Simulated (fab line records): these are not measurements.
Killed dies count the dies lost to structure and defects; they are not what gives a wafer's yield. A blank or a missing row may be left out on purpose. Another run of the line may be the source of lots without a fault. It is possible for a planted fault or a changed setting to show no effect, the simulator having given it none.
Which tool is to blame? + flow gf180mcu + 33 wafers from 11 lots sampled at 5 of the route's 602 steps

## WHAT THE GAUGES SHOWED, per wafer
GF_V2_THK_MEAS_01. Usual: V2_CVD_00_THK gives 572 nm (standard deviation 7).
| lot  | measured     | on            | V2_CVD_00_THK (nm) | flag |
|------|--------------|---------------|--------------------|------|
| L504 | day 18 12:23 | film metro-04 | 579 573 574        |      |
| L505 | day 18 19:50 | film metro-04 | 568 562 563        |      |
| L508 | day 20 09:28 | film metro-02 | 573 574 569        |      |
| L511 | day 21 19:17 | film metro-02 | 574 571 569        |      |
| L513 | day 22 01:23 | film metro-02 | 571 573 580        |      |
| L514 | day 22 03:59 | film metro-04 | 568 563 562        |      |
| L517 | day 23 19:20 | film metro-03 | 567 569 568        |      |
| L519 | day 24 07:07 | film metro-02 | 572 574 563        |      |

## EACH LOT AND THE TOOL THAT RAN IT (in order: tool; ch and the chambers of the sampled wafers; start)
| lot  | GF_V1_CMP_04                  | GF_V1_SPUTTER_22             | GF_M2_METAL_ETCH_16               | GF_M2_STRIP_17                       |
|------|-------------------------------|------------------------------|-----------------------------------|--------------------------------------|
| L504 | cmp-02 ch 0,1,3, day 16 11:28 | pvd sputter-03, day 17 11:05 | rie metal-03 ch 0,1, day 18 11:39 | plasma asher-01 ch 0,1, day 18 11:46 |
| L505 | cmp-01 ch 0,3, day 16 18:30   | pvd sputter-01, day 17 17:45 | rie metal-02 ch 0,1, day 18 19:06 | plasma asher-01 ch 0,1, day 18 19:13 |
| L508 | cmp-01 ch 0,1,3, day 18 09:34 | pvd sputter-01, day 19 10:33 | rie metal-01 ch 0, day 20 08:44   | plasma asher-03 ch 0,1, day 20 08:52 |
| L511 | cmp-01 ch 0,1, day 19 18:05   | pvd sputter-02, day 20 17:02 | rie metal-03 ch 1, day 21 18:22   | plasma asher-03 ch 0,1, day 21 18:35 |
| L513 | cmp-01 ch 0,2,3, day 19 22:32 | pvd sputter-03, day 20 22:46 | rie metal-03 ch 1, day 22 00:32   | plasma asher-03 ch 0,1, day 22 00:47 |
| L514 | cmp-02 ch 1,2,3, day 20 01:33 | pvd sputter-01, day 21 01:49 | rie metal-02 ch 0,1, day 22 03:14 | plasma asher-04 ch 0,1, day 22 03:22 |
| L517 | cmp-02 ch 0,1, day 21 16:50   | pvd sputter-01, day 22 18:21 | rie metal-01 ch 0,1, day 23 18:32 | plasma asher-04 ch 0,1, day 23 18:40 |
| L519 | cmp-02 ch 0,1,3, day 22 05:08 | pvd sputter-02, day 23 06:18 | rie metal-02 ch 0,1, day 24 06:22 | plasma asher-01 ch 0,1, day 24 06:30 |
| L525 | cmp-02 ch 1,2,3, day 24 02:37 | pvd sputter-02, day 25 02:22 | rie metal-02 ch 0,1, day 26 01:22 | plasma asher-04 ch 0,1, day 26 01:30 |
| L524 | cmp-02 ch 0,2, day 24 04:33   | pvd sputter-01, day 25 04:29 | rie metal-01 ch 0,1, day 26 02:41 | plasma asher-03 ch 0,1, day 26 02:49 |
| L526 | cmp-01 ch 0,1,3, day 24 09:29 | pvd sputter-01, day 25 09:47 | rie metal-01 ch 0,1, day 26 08:32 | plasma asher-01 ch 0,1, day 26 08:40 |
- GF_V1_CMP_04: polishes SiO2.
- GF_V1_SPUTTER_22: material TiN, target thk 10 nm, time 40 s.
- GF_M2_METAL_ETCH_16: etches the open film in Cl2/BCl3, stops on SiO2, target depth 750.8 nm, time 125.1 s.
- GF_M2_STRIP_17: strips in O2/N2.

## AS READ BY THE TOOLS THEMSELVES (means over the sampled wafers that have a number; for cases with no such wafer, the mark the record gives instead)
GF_V1_CMP_04. Usual: motor current A 12.5 A, standard deviation 0.64; time to endpoint s 78 s, standard deviation 5.2.
| lot  | tool   | motor current A (A) | time to endpoint s (s) | flag |
|------|--------|---------------------|------------------------|------|
| L504 | cmp-02 | 13.0                | 75                     |      |
| L505 | cmp-01 | 12.1                | 81                     |      |
| L508 | cmp-01 | 12.4                | 79                     |      |
| L511 | cmp-01 | 12.5                | 77                     |      |
| L513 | cmp-01 | 12.2                | 74                     |      |
| L514 | cmp-02 | 12.4                | 74                     |      |
| L517 | cmp-02 | 13.0                | 79                     |      |
| L519 | cmp-02 | 13.0                | 79                     |      |
| L525 | cmp-02 | 12.3                | 77                     |      |
| L524 | cmp-02 | 13.0                | 77                     |      |
| L526 | cmp-01 | 12.2                | 78                     |      |

GF_V1_SPUTTER_22. Usual: throttle valve pct at 30.3 %, with a standard deviation of 0.93.
| lot  | tool           | throttle valve pct (%) | flag |
|------|----------------|------------------------|------|
| L504 | pvd sputter-03 | 30.5                   |      |
| L505 | pvd sputter-01 | 30.5                   |      |
| L508 | pvd sputter-01 | 31.0                   |      |
| L511 | pvd sputter-02 | 29.9                   |      |
| L513 | pvd sputter-03 | 30.9                   |      |
| L514 | pvd sputter-01 | 30.6                   |      |
| L517 | pvd sputter-01 | 30.1                   |      |
| L519 | pvd sputter-02 | 29.7                   |      |
| L525 | pvd sputter-02 | 29.5                   |      |
| L524 | pvd sputter-01 | 30.0                   |      |
| L526 | pvd sputter-01 | 31.1                   |      |

GF_M2_METAL_ETCH_16. Usual: bcl3 flow sccm 39.98 sccm, standard deviation 0.13; bias w 140.0 W, standard deviation 0.45; chamber pressure mTorr 8.000 mTorr, standard deviation 0.0078; drypump motor current A 5.80 A, standard deviation 0.13; oes product au 0.990 a.u., standard deviation 0.0056; rf fwd power W 795.6 W, standard deviation 2.9; throttle valve pct 28.229 %, standard deviation 0.0089.
| lot  | tool         | bcl3 flow sccm (sccm) | bias w (W) | chamber pressure mTorr (mTorr) | drypump motor current A (A) | oes product au (a.u.) | rf fwd power W (W) | throttle valve pct (%) | flag |
|------|--------------|-----------------------|------------|--------------------------------|-----------------------------|-----------------------|--------------------|------------------------|------|
| L504 | rie metal-03 | 40.08                 | 139.8      | 8.008                          | 5.94                        | 0.991                 | 795.6              | 28.239                 |      |
| L505 | rie metal-02 | 40.04                 | 139.7      | 8.006                          | 5.78                        | 0.988                 | 796.6              | 28.237                 |      |
| L508 | rie metal-01 | 40.10                 | 139.8      | 8.000                          | 5.94                        | 0.989                 | 795.2              | 28.227                 |      |
| L511 | rie metal-03 | 39.86                 | 139.7      | 7.998                          | 5.79                        | 0.989                 | 791.9              | 28.222                 |      |
| L513 | rie metal-03 | 39.92                 | 140.2      | 7.994                          | 5.82                        | 0.988                 | 795.0              | 28.234                 |      |
| L514 | rie metal-02 | 40.05                 | 140.2      | 8.003                          | 5.77                        | 0.992                 | 794.9              | 28.224                 |      |
| L517 | rie metal-01 | 39.90                 | 140.0      | 8.005                          | 5.71                        | 0.994                 | 793.0              | 28.226                 |      |
| L519 | rie metal-02 | 39.86                 | 140.3      | 7.999                          | 5.79                        | 0.983                 | 798.9              | 28.237                 |      |
| L525 | rie metal-02 | -                     | -          | -                              | -                           | -                     | -                  | -                      | OFF  |
| L524 | rie metal-01 | -                     | -          | -                              | -                           | -                     | -                  | -                      | OFF  |
| L526 | rie metal-01 | -                     | -          | -                              | -                           | -                     | -                  | -                      | OFF  |

GF_M2_STRIP_17. Usual: chamber pressure mTorr 1499.9 mTorr, standard deviation 1.3; drypump motor current A 5.68 A, standard deviation 0.24; heater power w 329 W, standard deviation 31; oes product au 0.537 a.u., standard deviation 0.0053; strip time to endpoint s 7.37 s, standard deviation 0.045.
| lot  | tool            | chamber pressure mTorr (mTorr) | drypump motor current A (A) | heater power w (W) | oes product au (a.u.) | strip time to endpoint s (s) | flag |
|------|-----------------|--------------------------------|-----------------------------|--------------------|-----------------------|------------------------------|------|
| L504 | plasma asher-01 | 1500.6                         | 5.68                        | 354                | 0.534                 | 7.35                         |      |
| L505 | plasma asher-01 | 1500.6                         | 5.59                        | 323                | 0.533                 | 7.38                         |      |
| L508 | plasma asher-03 | 1501.3                         | 5.67                        | 313                | 0.541                 | 7.35                         |      |
| L511 | plasma asher-03 | 1499.8                         | 5.69                        | 319                | 0.538                 | 7.41                         |      |
| L513 | plasma asher-03 | 1501.6                         | 5.92                        | 314                | 0.537                 | 7.41                         |      |
| L514 | plasma asher-04 | 1499.8                         | 5.70                        | 329                | 0.535                 | 7.39                         |      |
| L517 | plasma asher-04 | 1499.5                         | 5.59                        | 325                | 0.538                 | 7.40                         |      |
| L519 | plasma asher-01 | 1500.3                         | 5.68                        | 353                | 0.543                 | 7.44                         |      |
| L525 | plasma asher-04 | 1499.9                         | 5.68                        | 329                | 0.654                 | 10.18                        | OFF  |
| L524 | plasma asher-03 | 1500.1                         | 5.70                        | 321                | 0.660                 | 10.21                        | OFF  |
| L526 | plasma asher-01 | 1500.0                         | 5.71                        | 359                | 0.661                 | 10.21                        | OFF  |

## THE ANSWER, worked out from the rows above alone
Rule: lot off if the mean of its wafers having a number is beyond 3 standard deviations from the usual mean. Also off: a lot with no number at a reading for which 4 or more lots have one. Where the step has rows for the other lots, those lots are counted as sound. The gauges are gone through in route order, then the tools' own readings, and for those a lot's mean is taken as printed above. At the first step where some lot is off, the reading lying furthest off is the one used; lots without a number count as furthest.
Off: L525, L524, L526, at GF_M2_METAL_ETCH_16 (bcl3 flow sccm). Without a number there: L525, L524, L526.
If a tool, at that step or one of the process steps before it, ran each lot that is off and ran no sound lot following the first of them, it fits. None of those tried fits.

## WHAT THE SIMULATOR HAD PUT IN
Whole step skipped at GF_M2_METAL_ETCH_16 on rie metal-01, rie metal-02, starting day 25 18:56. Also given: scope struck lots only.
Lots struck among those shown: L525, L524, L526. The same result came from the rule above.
